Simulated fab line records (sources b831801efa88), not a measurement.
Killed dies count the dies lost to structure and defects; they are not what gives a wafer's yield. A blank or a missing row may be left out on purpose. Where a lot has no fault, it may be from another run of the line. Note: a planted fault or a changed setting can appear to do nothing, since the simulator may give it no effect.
fab line records + flow gf180mcu
record
- lots=13
- wafers=39
- last-day=35
route steps=602 shown VT_IMPLANT@130 DUAL_GATE@144 POLY_GATE@168
lots that met no fault: from a run of the same line without faults
start-h: hours from the record's first day to the start of the lot's first wafer shown + wait-h: time in hours since the lot's previous step + " identical to the entry in the row above + L1.1+2: several wafers, shown together as one row + - either no value or no given start + * or withheld: withheld + < > ~ a bound
route shown NAME@n: names a module that has steps shown in the file, with the first one's number in the route + usual: mean and standard deviation over wafers with no fault + same: alike in all rows + chamber/n: place in a boat + sites: each site's reading + _std_site: how widely they spread, as a standard deviation + _edge_site: outer sites' mean less inner sites' + radius-mm: how far each site lies from the wafer's centre + mask NAME#n: copy n + behind: the most recent tool/chamber to have shaped the wafer + hold: why the lot was held/for how many hours/how that ended + device: whichever transistor did not switch (one of n, p or np) + end of line: the route-end tests of the same wafers + a step given without rows: its recipe and nothing more + killed: dies lost to structure and defects at the first sort, not the wafer's yield + map: per-die view of a wafer (x killed, . not killed, _ where there is no die)
set.NAME: setting as actually run; set.NAME@STEP: the setting as run at that earlier step + model.NAME: the simulator's own value behind a step, which no gauge read
steps of the route over a sample of lots; a table a step, a row a wafer
services: the hour from which a tool's chamber was out of use, counted from the record's first day as start-h (under 0 if before that day), plus the number of hours and why
## steps
# step GF_VT_IMPLANT_OVL_MEAS_40
# usual
- VT_IMPLANT_03_OVL=-1.1/1.3
| lot.wafer | tool       | chamber | start-h | wait-h | VT_IMPLANT_03_OVL[nm] |
|-----------|------------|---------|---------|--------|-----------------------|
| L990.3    | overlay-02 | -       | 162.17  | 0.1    | 0.5                   |
| L990.4    | "          | -       | "       | "      | -1.1                  |
| L990.6    | "          | -       | "       | "      | 0.7                   |
| L992.2    | overlay-02 | -       | 173.69  | 0.1    | -1.4                  |
| L992.4    | "          | -       | "       | "      | -3.5                  |
| L992.5    | "          | -       | "       | "      | -3.7                  |
| L993.2    | overlay-02 | -       | 181.44  | 0.1    | -3.8                  |
| L993.4    | "          | -       | "       | "      | 0.4                   |
| L993.5    | "          | -       | "       | "      | -0.3                  |
| L994.1    | overlay-02 | -       | 187.45  | 0.1    | -1.4                  |
| L994.5    | "          | -       | "       | "      | -0.8                  |
| L994.6    | "          | -       | "       | "      | -2.0                  |
| L997.1    | overlay-02 | -       | 208.10  | 0.1    | 0.3                   |
| L997.2    | "          | -       | "       | "      | -0.3                  |
| L997.6    | "          | -       | "       | "      | 0.8                   |
| L998.1    | overlay-01 | -       | 214.39  | 0.1    | -1.4                  |
| L998.5    | "          | -       | "       | "      | -0.3                  |
| L998.6    | "          | -       | "       | "      | 1.6                   |
| L999.1    | overlay-02 | -       | 223.80  | 0.1    | -2.8                  |
| L999.4    | "          | -       | "       | "      | -1.9                  |
| L999.6    | "          | -       | "       | "      | -0.7                  |
| L102.2    | overlay-01 | -       | 239.91  | 0.1    | -2.9                  |
| L102.4    | "          | -       | "       | "      | -2.7                  |
| L102.5    | "          | -       | "       | "      | -2.7                  |
| L103.2    | overlay-01 | -       | 247.34  | 0.1    | -1.4                  |
| L103.3    | "          | -       | "       | "      | -2.9                  |
| L103.4    | "          | -       | "       | "      | -2.9                  |
| L104.2    | overlay-01 | -       | 259.09  | 0.1    | 0.3                   |
| L104.4    | "          | -       | "       | "      | 1.1                   |
| L104.6    | "          | -       | "       | "      | -0.6                  |
| L109.2    | overlay-01 | -       | 294.15  | 0.1    | -2.0                  |
| L109.4    | "          | -       | "       | "      | 1.0                   |
| L109.5    | "          | -       | "       | "      | 0.0                   |
| L111.2    | overlay-02 | -       | 309.05  | 0.1    | 0.7                   |
| L111.4    | "          | -       | "       | "      | -1.1                  |
| L111.6    | "          | -       | "       | "      | -1.2                  |
| L113.4    | overlay-02 | -       | 321.50  | 0.1    | -1.8                  |
| L113.5    | "          | -       | "       | "      | 1.0                   |
| L113.6    | "          | -       | "       | "      | -0.6                  |
# step GF_DUAL_GATE_THK_MEAS_03
# recipe
- reads=SiO2_of_DUAL_GATE_OXIDATION_02
# usual
- DUAL_GATE_OXIDATION_00_THK=10.95/0.19
| lot.wafer | tool          | chamber | start-h | wait-h | DUAL_GATE_OXIDATION_00_THK[nm] |
|-----------|---------------|---------|---------|--------|--------------------------------|
| L990.3    | film-metro-03 | -       | 166.66  | 0.0    | 11.05                          |
| L990.4    | "             | -       | "       | "      | 10.74                          |
| L990.6    | "             | -       | "       | "      | 10.89                          |
| L992.2    | film-metro-01 | -       | 176.46  | 0.0    | 10.82                          |
| L992.4    | "             | -       | "       | "      | 10.78                          |
| L992.5    | "             | -       | "       | "      | 10.98                          |
| L993.2    | film-metro-01 | -       | 184.11  | 0.0    | 11.18                          |
| L993.4    | "             | -       | "       | "      | 10.98                          |
| L993.5    | "             | -       | "       | "      | 11.00                          |
| L994.1    | film-metro-02 | -       | 190.07  | 0.0    | 11.03                          |
| L994.5    | "             | -       | "       | "      | 10.94                          |
| L994.6    | "             | -       | "       | "      | 10.87                          |
| L997.1    | film-metro-02 | -       | 217.48  | 0.0    | 10.93                          |
| L997.2    | "             | -       | "       | "      | 10.92                          |
| L997.6    | "             | -       | "       | "      | 11.06                          |
| L998.1    | film-metro-01 | -       | 217.48  | 0.0    | 10.85                          |
| L998.5    | "             | -       | "       | "      | 11.05                          |
| L998.6    | "             | -       | "       | "      | 10.97                          |
| L999.1    | film-metro-03 | -       | 226.42  | 0.0    | 10.98                          |
| L999.4    | "             | -       | "       | "      | 10.67                          |
| L999.6    | "             | -       | "       | "      | 10.96                          |
| L102.2    | film-metro-02 | -       | 242.97  | 0.0    | 11.31                          |
| L102.4    | "             | -       | "       | "      | 11.27                          |
| L102.5    | "             | -       | "       | "      | 11.43                          |
| L103.2    | film-metro-03 | -       | 250.87  | 0.0    | 11.04                          |
| L103.3    | "             | -       | "       | "      | 11.00                          |
| L103.4    | "             | -       | "       | "      | 11.19                          |
| L104.2    | film-metro-03 | -       | 262.38  | 0.0    | 11.24                          |
| L104.4    | "             | -       | "       | "      | 11.30                          |
| L104.6    | "             | -       | "       | "      | 11.09                          |
| L109.2    | film-metro-01 | -       | 297.79  | 0.0    | 11.04                          |
| L109.4    | "             | -       | "       | "      | 11.06                          |
| L109.5    | "             | -       | "       | "      | 10.98                          |
| L111.2    | film-metro-02 | -       | 312.97  | 0.0    | 10.76                          |
| L111.4    | "             | -       | "       | "      | 10.95                          |
| L111.6    | "             | -       | "       | "      | 10.66                          |
| L113.4    | film-metro-02 | -       | 324.13  | 0.0    | 10.63                          |
| L113.5    | "             | -       | "       | "      | 10.86                          |
| L113.6    | "             | -       | "       | "      | 10.90                          |
# step GF_POLY_GATE_OVL_MEAS_11
# usual
- POLY_GATE_OVL=1/6.1
| lot.wafer | tool       | chamber | start-h | wait-h | POLY_GATE_OVL[nm] |
|-----------|------------|---------|---------|--------|-------------------|
| L990.3    | overlay-02 | -       | 202.38  | 0.1    | -10               |
| L990.4    | "          | -       | "       | "      | -3                |
| L990.6    | "          | -       | "       | "      | 0                 |
| L992.2    | overlay-02 | -       | 214.54  | 0.1    | -1                |
| L992.4    | "          | -       | "       | "      | 1                 |
| L992.5    | "          | -       | "       | "      | 1                 |
| L993.2    | overlay-02 | -       | 224.04  | 0.1    | 0                 |
| L993.4    | "          | -       | "       | "      | 4                 |
| L993.5    | "          | -       | "       | "      | 3                 |
| L994.1    | overlay-02 | -       | 235.72  | 0.1    | 2                 |
| L994.5    | "          | -       | "       | "      | -1                |
| L994.6    | "          | -       | "       | "      | 4                 |
| L998.1    | overlay-02 | -       | 260.44  | 0.1    | 0                 |
| L998.5    | "          | -       | "       | "      | 6                 |
| L998.6    | "          | -       | "       | "      | 6                 |
| L997.1    | overlay-01 | -       | 260.76  | 0.1    | 2                 |
| L997.2    | "          | -       | "       | "      | 3                 |
| L997.6    | "          | -       | "       | "      | -3                |
| L999.1    | overlay-01 | -       | 269.39  | 0.1    | -8                |
| L999.4    | "          | -       | "       | "      | -3                |
| L999.6    | "          | -       | "       | "      | -8                |
| L102.2    | overlay-01 | -       | 285.66  | 0.1    | 4                 |
| L102.4    | "          | -       | "       | "      | 1                 |
| L102.5    | "          | -       | "       | "      | -11               |
| L103.2    | overlay-01 | -       | 292.77  | 0.1    | 0                 |
| L103.3    | "          | -       | "       | "      | 0                 |
| L103.4    | "          | -       | "       | "      | -10               |
| L104.2    | overlay-02 | -       | 305.99  | 0.1    | -4                |
| L104.4    | "          | -       | "       | "      | 4                 |
| L104.6    | "          | -       | "       | "      | 1                 |
| L109.2    | overlay-01 | -       | 343.39  | 0.1    | -6                |
| L109.4    | "          | -       | "       | "      | -2                |
| L109.5    | "          | -       | "       | "      | -9                |
| L111.2    | overlay-02 | -       | 359.91  | 0.1    | -1                |
| L111.4    | "          | -       | "       | "      | 1                 |
| L111.6    | "          | -       | "       | "      | 2                 |
| L113.4    | overlay-01 | -       | 372.33  | 0.1    | 3                 |
| L113.5    | "          | -       | "       | "      | 9                 |
| L113.6    | "          | -       | "       | "      | 4                 |
# step GF_POLY_GATE_ETCH_12
# recipe
- chemistry=N2/H2
- target-depth-a=withheld
- overetch-a=withheld
- time-s=withheld
- target=BARC
- ion-energy-ev=200
- source-w=500
- bias-w=100
- pressure-mtorr=30
- n2-flow-sccm=100
- h2-flow-sccm=200
# usual
- drypump-motor-current-A=5.6/0.41
- oes-product-au=0.736/0.0047
- rf-fwd-power-W=495.9/2
- throttle-valve-pct=13.214/0.0096
| lot.wafer | tool        | chamber | start-h | wait-h | drypump-motor-current-A | oes-product-au | rf-fwd-power-W | throttle-valve-pct |
|-----------|-------------|---------|---------|--------|-------------------------|----------------|----------------|--------------------|
| L990.3    | rie-diel-01 | 0       | 202.40  | 0.0    | 5.4                     | 0.732          | 497.3          | 13.204             |
| L990.4    | "           | 3       | "       | "      | 5.1                     | 0.738          | 495.1          | 13.219             |
| L990.6    | "           | 1       | "       | "      | 5.3                     | 0.737          | 496.6          | 13.216             |
| L992.2    | rie-diel-01 | 1       | 214.57  | 0.0    | 5.2                     | 0.734          | 493.7          | 13.205             |
| L992.4    | "           | 3       | "       | "      | 5.1                     | 0.734          | 496.4          | 13.224             |
| L992.5    | "           | 3       | "       | "      | 5.1                     | 0.735          | 497.1          | 13.218             |
| L993.2    | rie-diel-04 | 2       | 224.07  | 0.0    | 6.1                     | 0.733          | 493.4          | 13.213             |
| L993.4    | "           | 1       | "       | "      | 5.2                     | 0.742          | 496.6          | 13.206             |
| L993.5    | "           | 0       | "       | "      | 5.3                     | 0.737          | 496.0          | 13.203             |
| L994.1    | rie-diel-01 | 1       | 235.75  | 0.0    | 5.3                     | 0.734          | 493.3          | 13.200             |
| L994.5    | "           | 0       | "       | "      | 5.4                     | 0.736          | 498.5          | 13.213             |
| L994.6    | "           | 1       | "       | "      | 5.2                     | 0.739          | 495.4          | 13.212             |
| L998.1    | rie-diel-02 | 3       | 260.47  | 0.0    | 6.1                     | 0.735          | 497.3          | 13.208             |
| L998.5    | "           | 0       | "       | "      | 5.9                     | 0.735          | 495.0          | 13.197             |
| L998.6    | "           | 3       | "       | "      | 6.2                     | 0.732          | 496.6          | 13.208             |
| L997.1    | rie-diel-04 | 2       | 260.79  | 0.0    | 6.1                     | 0.737          | 493.5          | 13.215             |
| L997.2    | "           | 3       | "       | "      | 6.3                     | 0.736          | 495.3          | 13.211             |
| L997.6    | "           | 1       | "       | "      | 5.2                     | 0.737          | 494.6          | 13.218             |
| L999.1    | rie-diel-04 | 2       | 269.42  | 0.0    | 6.1                     | 0.738          | 494.5          | 13.241             |
| L999.4    | "           | 3       | "       | "      | 6.3                     | 0.735          | 494.4          | 13.204             |
| L999.6    | "           | 0       | "       | "      | 5.4                     | 0.737          | 493.7          | 13.216             |
| L102.2    | rie-diel-01 | 0       | 285.69  | 0.0    | 5.4                     | 0.741          | 494.9          | 13.215             |
| L102.4    | "           | 1       | "       | "      | 5.2                     | 0.732          | 495.7          | 13.233             |
| L102.5    | "           | 1       | "       | "      | 5.2                     | 0.741          | 493.8          | 13.198             |
| L103.2    | rie-diel-04 | 0       | 292.80  | 0.0    | 5.4                     | 0.728          | 289.9          | 13.218             |
| L103.3    | "           | 1       | "       | "      | 5.2                     | 0.729          | 297.1          | 13.216             |
| L103.4    | "           | 2       | "       | "      | 6.1                     | 0.742          | 295.3          | 13.199             |
| L104.2    | rie-diel-04 | 2       | 306.02  | 0.0    | 6.1                     | 0.730          | 298.5          | 13.219             |
| L104.4    | "           | 1       | "       | "      | 5.2                     | 0.749          | 296.1          | 13.197             |
| L104.6    | "           | 3       | "       | "      | 6.3                     | 0.743          | 295.3          | 13.219             |
| L109.2    | rie-diel-01 | 1       | 343.42  | 0.0    | 5.2                     | 0.737          | 493.6          | 13.216             |
| L109.4    | "           | 3       | "       | "      | 5.1                     | 0.730          | 498.7          | 13.221             |
| L109.5    | "           | 2       | "       | "      | 5.5                     | 0.739          | 495.2          | 13.224             |
| L111.2    | rie-diel-01 | 2       | 359.94  | 0.0    | 5.5                     | 0.735          | 496.7          | 13.203             |
| L111.4    | "           | 0       | "       | "      | 5.4                     | 0.736          | 497.8          | 13.210             |
| L111.6    | "           | 1       | "       | "      | 5.3                     | 0.744          | 494.8          | 13.215             |
| L113.4    | rie-diel-01 | 1       | 372.35  | 0.0    | 5.3                     | 0.742          | 493.1          | 13.214             |
| L113.5    | "           | 3       | "       | "      | 5.1                     | 0.737          | 497.2          | 13.214             |
| L113.6    | "           | 2       | "       | "      | 5.5                     | 0.735          | 494.9          | 13.203             |
# step GF_POLY_GATE_CD_MEAS_18
# usual
- cd-nm=279.4/2
| lot.wafer | tool      | chamber | start-h | wait-h | cd-nm |
|-----------|-----------|---------|---------|--------|-------|
| L990.3    | cd-sem-02 | -       | 209.24  | 0.1    | 282.1 |
| L990.4    | "         | -       | "       | "      | 281.5 |
| L990.6    | "         | -       | "       | "      | 279.1 |
| L992.2    | cd-sem-01 | -       | 218.88  | 0.1    | 281.5 |
| L992.4    | "         | -       | "       | "      | 281.7 |
| L992.5    | "         | -       | "       | "      | 281.1 |
| L993.2    | cd-sem-01 | -       | 225.67  | 0.1    | 280.2 |
| L993.4    | "         | -       | "       | "      | 278.4 |
| L993.5    | "         | -       | "       | "      | 282.3 |
| L994.1    | cd-sem-02 | -       | 240.19  | 0.1    | 280.0 |
| L994.5    | "         | -       | "       | "      | 279.7 |
| L994.6    | "         | -       | "       | "      | 279.5 |
| L997.1    | cd-sem-02 | -       | 262.82  | 0.1    | 278.8 |
| L997.2    | "         | -       | "       | "      | 277.1 |
| L997.6    | "         | -       | "       | "      | 275.0 |
| L998.1    | cd-sem-01 | -       | 262.82  | 0.1    | 277.3 |
| L998.5    | "         | -       | "       | "      | 279.9 |
| L998.6    | "         | -       | "       | "      | 277.6 |
| L999.1    | cd-sem-01 | -       | 271.27  | 0.1    | 282.5 |
| L999.4    | "         | -       | "       | "      | 281.0 |
| L999.6    | "         | -       | "       | "      | 279.4 |
| L102.2    | cd-sem-01 | -       | 287.28  | 0.1    | 278.5 |
| L102.4    | "         | -       | "       | "      | 278.0 |
| L102.5    | "         | -       | "       | "      | 278.9 |
| L103.2    | cd-sem-01 | -       | 294.86  | 0.1    | 282.4 |
| L103.3    | "         | -       | "       | "      | 281.3 |
| L103.4    | "         | -       | "       | "      | 284.6 |
| L104.2    | cd-sem-02 | -       | 307.85  | 0.1    | 286.0 |
| L104.4    | "         | -       | "       | "      | 284.5 |
| L104.6    | "         | -       | "       | "      | 288.1 |
| L109.2    | cd-sem-01 | -       | 345.02  | 0.1    | 280.9 |
| L109.4    | "         | -       | "       | "      | 282.8 |
| L109.5    | "         | -       | "       | "      | 280.4 |
| L111.2    | cd-sem-02 | -       | 362.32  | 0.1    | 278.2 |
| L111.4    | "         | -       | "       | "      | 281.6 |
| L111.6    | "         | -       | "       | "      | 281.0 |
| L113.4    | cd-sem-02 | -       | 374.01  | 0.1    | 279.9 |
| L113.5    | "         | -       | "       | "      | 279.5 |
| L113.6    | "         | -       | "       | "      | 279.9 |
## services
| tool        | chamber | start-h | hours | kind           |
|-------------|---------|---------|-------|----------------|
| rie-diel-04 | 2       | 198.91  | 17.9  | repair         |
| rie-diel-02 | 1       | 200.64  | 7.5   | repair         |
| rie-diel-01 | 2       | 227.12  | 11.8  | repair         |
| rie-diel-01 | 3       | 233.16  | 12.4  | repair         |
| rie-diel-01 | 1       | 238.00  | 17.8  | repair         |
| rie-diel-01 | -       | 245.61  | 0.6   | repair         |
| rie-diel-02 | 2       | 257.93  | -     | clean          |
| rie-diel-02 | 2       | 257.93  | 20.5  | scheduled-down |
| rie-diel-02 | 2       | 257.93  | 20.5  | vent-cycle     |
| rie-diel-04 | 0       | 258.29  | 4.1   | repair         |
| rie-diel-01 | 1       | 258.88  | -     | clean          |
| rie-diel-01 | 1       | 258.88  | 14.6  | scheduled-down |
| rie-diel-01 | 1       | 258.88  | 14.6  | vent-cycle     |
| rie-diel-02 | 0       | 269.70  | 1.3   | repair         |
| rie-diel-02 | 0       | 285.03  | 1.2   | repair         |
| rie-diel-02 | -       | 305.91  | 2.8   | pm             |
| rie-diel-02 | 3       | 322.05  | 14.6  | repair         |
| rie-diel-01 | 0       | 340.46  | 9.8   | repair         |
| rie-diel-01 | -       | 346.99  | 2.8   | pm             |
| rie-diel-02 | 2       | 356.39  | 12.4  | repair         |
## key
first-sign
- step=GF_POLY_GATE_ETCH_12
- reading=rf-fwd-power-W
- direction=down
- sigmas=99+
- usual=495.9
- struck=295.4
effect
- step=GF_POLY_GATE_CD_MEAS_18
- reading=cd-nm
- direction=up
- sigmas=2.5
- usual=279.4
- struck=284.5
met-at GF_POLY_GATE_ETCH_12
struck-lots L103,L104
tester-left-out L103,L104
not-acting-at GF_VT_IMPLANT_OVL_MEAS_40,GF_DUAL_GATE_THK_MEAS_03,GF_POLY_GATE_OVL_MEAS_11
onset-between 269.42 292.80
fault
- kind=process-parameter-drift
- tool=rie-diel-04
- chamber=-
- onset-h=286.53
- steps=GF_POLY_GATE_ETCH_12
- channel=source-w
- offset=-200
- shape=step
- end-h=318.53
- acts-in=these-recipes-only
- stated=500
# tester-left-out: of these lots the tester's yield and bins aren't shown, on N5 and GAA mostly nor the transistor test; their killed dies are dies lost to structure and defects alone, not to doping, threshold or leakage, so they don't give the yield
